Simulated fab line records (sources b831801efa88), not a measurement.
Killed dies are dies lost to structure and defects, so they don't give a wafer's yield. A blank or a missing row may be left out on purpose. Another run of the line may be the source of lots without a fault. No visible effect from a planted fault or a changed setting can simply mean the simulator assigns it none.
Split-lot trial | flow gf180mcu | 5 lots, 23 wafers read, on a route of 602 steps

## THE SPLIT
At GF_VT_IMPLANT_IMPLANT_08, the setting dose_cm2 was moved away from the recipe's 8.29e+12 on 10 of the 23 wafers read, by +5.3% to +16.4%. All remaining wafers had this setting at the recipe value.

## FROM THE SPLIT TO THE READING: what the file shows between them, 1 step
- GF_VT_IMPLANT_STRIP_09: strips in O2/N2

## THE READING
VT_IMPLANT_TW, at GF_VT_IMPLANT_TW_MEAS_10. A value of 562 with a standard deviation of 5.2 is what fault-free wafers of this fab line usually give.

wafer  | tool, chamber at the split | dose_cm2 as run | against the recipe | VT_IMPLANT_TW | against lot-mates on the recipe
L077.4 | implanter-01, 0            | 8.29e+12        | recipe             | 558           | -
L077.5 | implanter-01, 0            | 8.29e+12        | recipe             | 560           | -
L077.6 | implanter-01, 0            | 8.29e+12        | recipe             | 560           | -
L081.1 | implanter-02, 0            | 8.29e+12        | recipe             | 560           | -
L081.2 | implanter-02, 0            | 9.653e+12       | +16.4%             | 584           | +22
L081.3 | implanter-02, 0            | 8.29e+12        | recipe             | 563           | -
L081.5 | implanter-02, 0            | 9.653e+12       | +16.4%             | 587           | +26
L081.6 | implanter-02, 0            | 9.653e+12       | +16.4%             | 587           | +26
L080.1 | implanter-02, 0            | 8.29e+12        | recipe             | 569           | -
L080.2 | implanter-02, 0            | 9.518e+12       | +14.8%             | 595           | +26
L080.3 | implanter-02, 0            | 9.518e+12       | +14.8%             | 593           | +24
L080.4 | implanter-02, 0            | 9.518e+12       | +14.8%             | 593           | +24
L080.6 | implanter-02, 0            | 8.29e+12        | recipe             | 569           | -
L083.1 | implanter-01, 0            | 8.788e+12       | +6.0%              | 572           | +11
L083.2 | implanter-01, 0            | 8.29e+12        | recipe             | 559           | -
L083.3 | implanter-01, 0            | 8.29e+12        | recipe             | 562           | -
L083.4 | implanter-01, 0            | 8.29e+12        | recipe             | 562           | -
L083.5 | implanter-01, 0            | 8.788e+12       | +6.0%              | 569           | +8
L084.1 | implanter-04, 0            | 8.29e+12        | recipe             | 556           | -
L084.2 | implanter-04, 0            | 8.29e+12        | recipe             | 558           | -
L084.3 | implanter-04, 0            | 8.733e+12       | +5.3%              | 566           | +8
L084.4 | implanter-04, 0            | 8.733e+12       | +5.3%              | 569           | +11
L084.5 | implanter-04, 0            | 8.29e+12        | recipe             | 559           | -

THE FIT
A straight line over all 23 wafers: VT_IMPLANT_TW changes by +1.8 for each +1% of dose_cm2; r = +0.94; the points scatter about the line by 4.4.
The same after taking each lot's own level away (the mean of its wafers on the recipe; 23 wafers): +1.57 for each +1%; r = +0.99; scatter 1.5.
According to that fit, moving dose_cm2 by its largest amount changes the reading by 26.
The lots' own levels span 557.7 to 569.0, that is 2.2 times the standard deviation above.
So the lot-to-lot level changes the slope: the two fits differ.
Check: +26.6 against its lot-mates is what the line predicts for one of the wafers moved furthest among these (+16.4%) when that wafer is left out of the fit. Against them it came out at +22.5.

## OTHER SPLITS APPLIED TO THESE WAFERS
Note: prior to the reading, these wafers also went through further splits. Each is held against what the fit with the lots' levels taken away leaves over:
other split on the same wafers | wafers away from the commonest value | r with VT_IMPLANT_TW (lot level and that fit taken away)
GF_STI_CVD_03 time_s           | 15                                   | +0.18
GF_STI_PEB_10 peb_temp_c       | 10                                   | -0.03
GF_MVSD_IMPLANT_08 energy_kev  | 10                                   | -0.34

## FILE'S OWN FIT
VT_IMPLANT_TW changes by +1.59 for each +1% of dose_cm2, r = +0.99.
